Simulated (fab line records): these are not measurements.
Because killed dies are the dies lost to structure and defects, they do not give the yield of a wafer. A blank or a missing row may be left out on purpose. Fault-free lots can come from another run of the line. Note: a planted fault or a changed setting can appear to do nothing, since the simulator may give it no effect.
A struck lot beside a sound one || flow sky130 || 37 steps out of a route of 708
Sound: the wafers L529.1, L529.3, L529.4. Wafers L535.2, L535.3, L535.6 were the ones struck. Last of all comes the cause.
Per side, at each step with rows, come the tool, then ch with its chambers, and then its first start. Under that, the readings that differ: sound wafers || struck wafers || difference of the means || sigmas: that difference in standard deviations of wafers without a fault.
alike: same words and numbers on both sides, and readings whose means sit less than 2 such deviations apart. not compared: any withheld reading, any reading some wafer has no value for, any bound like >300 that may hide the same value, and any number with overlapping values for which the record gives no deviation.
The two part at a step that has a row with sigmas, a row that says differs or no value, or rows on one side only. When numbers do not overlap yet have no deviation, they are printed without sigmas and do not part them. A reading missing from all wafers of one side parts the sides only when that side holds two or more wafers.

first, 10 steps without rows for these wafers: SKY_VIA3_ETCH_15 (etches SiO2 in C4F8/O2/Ar, stops on TiN, target depth 507 nm, time 78 s); SKY_VIA3_STRIP_16 (strips in O2/N2); SKY_VIA3_STRIP_17 (strips in post etch residue remover, time 1200 s); SKY_VIA3_CLEAN_18 (cleans in IPA, time 180 s); SKY_VIA3_CLEAN_19 (cleans in O3/DIW); SKY_VIA3_SPUTTER_20 (material TiN, target thk 20 nm, time 80 s); SKY_VIA3_CVD_21 (deposits W, target thk 390 nm, time 117.31 s); SKY_VIA3_CMP_24 (polishes, stops on SiO2, t overpolish 20 s, target thk 0 nm); SKY_METAL4_SPUTTER_00 (material Ti, target thk 15 nm, time 10 s); SKY_METAL4_SPUTTER_01 (material TiN, target thk 20 nm, time 16.7 s).
SKY_METAL4_SPUTTER_02: material AlCu, target thk 735 nm, time 39.1 s.
  sound: pvdSputter-03 at day 42 10:38; struck: pvdSputter-04 at day 44 01:49
{"reading": "model.AlCu_of_METAL4_SPUTTER_02.thkNm (nm)", "sound": "722.6 720.7 727.7", "struck": "494.8 490.7 490.3", "difference": -231.7, "sigmas": ""}
  alike: throttleValvePct
then, 24 steps without rows for these wafers: SKY_METAL4_SPUTTER_03 (material Ti, target thk 5 nm, time 3.3 s); SKY_METAL4_SPUTTER_04 (material TiN, target thk 70 nm, time 58.3 s); SKY_CAP2M_CVD_00 (deposits SiO2, target thk 15.5 nm); SKY_CAP2M_SPUTTER_02 (material TiN, target thk 200 nm, time 166.7 s); SKY_CAP2M_DEHYDRATE_05 (time 60 s); SKY_CAP2M_HMDS_06 (prime time 60 s); SKY_CAP2M_COAT_07 (resist thk 1140 nm); SKY_CAP2M_SOFTBAKE_08 (time 60 s); SKY_CAP2M_EXPOSE_09 (exposes mask CAP2M, target cd 1000 nm); SKY_CAP2M_PEB_10; SKY_CAP2M_DEVELOP_11 (develop time 60 s); SKY_CAP2M_METAL_ETCH_13 (etches TiN in Cl2/BCl3, stops on SiO2, target depth 220 nm, time 62.9 s); SKY_CAP2M_STRIP_14 (strips in O2/N2); SKY_CAP2M_STRIP_15 (strips in post etch residue remover, time 1200 s); SKY_CAP2M_CLEAN_16 (cleans in IPA, time 180 s); SKY_CAP2M_CLEAN_17 (cleans in O3/DIW); SKY_METAL4_DEHYDRATE_05 (time 60 s); SKY_METAL4_HMDS_06 (prime time 60 s); SKY_METAL4_COAT_07 (resist thk 60 nm); SKY_METAL4_COAT_08 (resist thk 1140 nm); SKY_METAL4_SOFTBAKE_09 (time 90 s); SKY_METAL4_EXPOSE_10 (exposes mask MM4, target cd 300 nm); SKY_METAL4_PEB_11; SKY_METAL4_DEVELOP_12 (develop time 60 s).
SKY_METAL4_METAL_ETCH_18: etches the open film in Cl2/BCl3, stops on SiO2, target depth 845 nm, time 183.1 s.
  sound on rieMetal-02 ch 0,1, day 44 08:17; struck on rieMetal-02 ch 0,1, day 45 22:28
{"reading": "oesProductAu (a.u.)", "sound": "0.858 0.854 0.863", "struck": "0.734 0.733 0.724", "difference": -0.128, "sigmas": -22}
  alike: biasW, drypumpMotorCurrentA, heBacksideLeakSccm, mfcCl2Sccm, throttleValvePct
  not compared: rfHoursCounterH
-- the record jumps here: 3 days lie between the struck wafers' starts before and after (it left off in module METAL4 and takes up again in module PAD_OPEN, whose first step shown is number 708 of the route) --
SKY_PAD_OPEN_PROBE_99:
  sound: prober-02 at day 48 02:12; struck: prober-02 at day 49 10:12
{"reading": "model.etest.met4.lineOhmUm", "sound": "0.1434 0.1447 0.1433", "struck": "0.2105 0.2136 0.2118", "difference": "+0.0682", "sigmas": ""}
{"reading": "model.etest.met4.rsOhmSq", "sound": "0.04358 0.04364 0.04331", "struck": "0.06355 0.06439 0.06397", "difference": "+0.02046", "sigmas": ""}
  alike: defectLimitedYield, killed_at_M0_to_M3, killed_at_M4_up, killedAtContacts, killedAtFrontEnd, killedAtOther, killedDies, killedOpen, killedShort, sort_bin_3_pad_short, sort_bin_5_function, sort_bin_6_memory, sortNPass, sortYieldPct
  not compared: model.etest.via4Chain.rcOhm

WHERE THEY PART
At SKY_METAL4_METAL_ETCH_18 and nowhere else, as far as this record goes. Later steps at which nothing parts them and some readings are alike: SKY_PAD_OPEN_PROBE_99.

WHY: whatever the simulator had introduced
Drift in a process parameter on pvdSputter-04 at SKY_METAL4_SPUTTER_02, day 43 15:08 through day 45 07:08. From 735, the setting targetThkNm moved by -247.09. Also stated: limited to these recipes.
